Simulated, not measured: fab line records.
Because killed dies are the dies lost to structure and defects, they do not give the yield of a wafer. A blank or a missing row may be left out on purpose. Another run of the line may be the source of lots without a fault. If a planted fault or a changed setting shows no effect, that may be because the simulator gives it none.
A single fault, viewed from 2 desks ; flow sfq line ; each desk holds nothing but its own numbers, with what lay behind them at the end

== THE METROLOGY DESK ==
What the gauges read for every lot (on any tool): the sampled wafers with a number, averaged. If a lot's mean is further than 4 standard deviations from the usual mean, the lot is out of limits and carries the mark OUT (the distance appears in the brackets).
Columns: A = M6_NB_RS at SFQ_M6_RS_MEAS_938, usual 0.891 ohm/sq
lot;first seen here;A
L114;day 60 17:02;0.886
L115;day 60 21:43;0.886
L116;day 64 07:25;0.904
L118;day 64 12:49;0.884
L119;day 68 20:54;0.888
L121;day 72 23:07;0.880
L123;day 73 05:15;0.888
L124;day 76 00:01;0.898
L125;day 76 06:01;0.902
L126;day 76 10:47;0.898
L132;day 77 02:23;0.884
L134;day 77 12:02;0.905
L135;day 77 14:22;0.881
L137;day 77 19:10;0.884
This desk found nothing out of limits on any of the 14 lots.

== THE TOOL OWNER'S DESK: rie metal-01 ==
The tool's own readings at SFQ_TRILAYER_M6_BARC_OPEN_METAL_ETCH_206 (etches BARC in O2, target depth 125 nm, time 41.7 s): means of the sampled wafers that have a number, for each lot that ran on this tool. If a lot's mean is further than 4 standard deviations from the usual mean, the lot is out of limits and carries the mark OUT (the distance appears in the brackets).
Columns: A = drypump motor current A at SFQ_TRILAYER_M6_BARC_OPEN_METAL_ETCH_206, usual 5.6 A; B = oes product au at SFQ_TRILAYER_M6_BARC_OPEN_METAL_ETCH_206, usual 0.685 a.u.; C = run length s at SFQ_TRILAYER_M6_BARC_OPEN_METAL_ETCH_206, usual 70.0 s
lot;first seen here;A;B;C
L116;day 69 01:37;5.3;0.685;70.3
L118;day 69 04:19;5.4;0.684;70.2
L123;day 73 07:43;5.4;0.683;70.5
L124;day 76 09:11;5.4;0.686;70.3
L132;day 77 09:38;5.3;0.682;70.4
L134;day 77 18:04;5.4;0.785 (+24) OUT;64.5 (-15) OUT
L135;day 77 20:26;5.3;0.820 (+32) OUT;62.5 (-20) OUT
Finding of this desk: L134, L135 out of limits; the first was L134 at day 77 18:04, on oes product au at SFQ_TRILAYER_M6_BARC_OPEN_METAL_ETCH_206. L116, L118, L123, L124, L132: within limits.

== BROUGHT TOGETHER ==
On L134, L135, at day 77 18:04, an alarm was possible from the tool owner's desk.
The metrology desk saw nothing out of limits.
The metrology desk has L134, L135 on record, within its limits.
SFQ_TRILAYER_M6_BARC_OPEN_METAL_ETCH_206 was run on rie metal-01 by each of the lots named.

== WHAT THE SIMULATOR PUT IN ==
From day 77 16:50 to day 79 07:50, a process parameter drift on rie metal-01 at SFQ_TRILAYER_M6_BARC_OPEN_METAL_ETCH_206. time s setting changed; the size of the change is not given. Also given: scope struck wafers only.
Shown lots that were struck: L134, L135.
Each desk's first reading out of limits, in hours after the fault started: the tool owner's desk, 1.
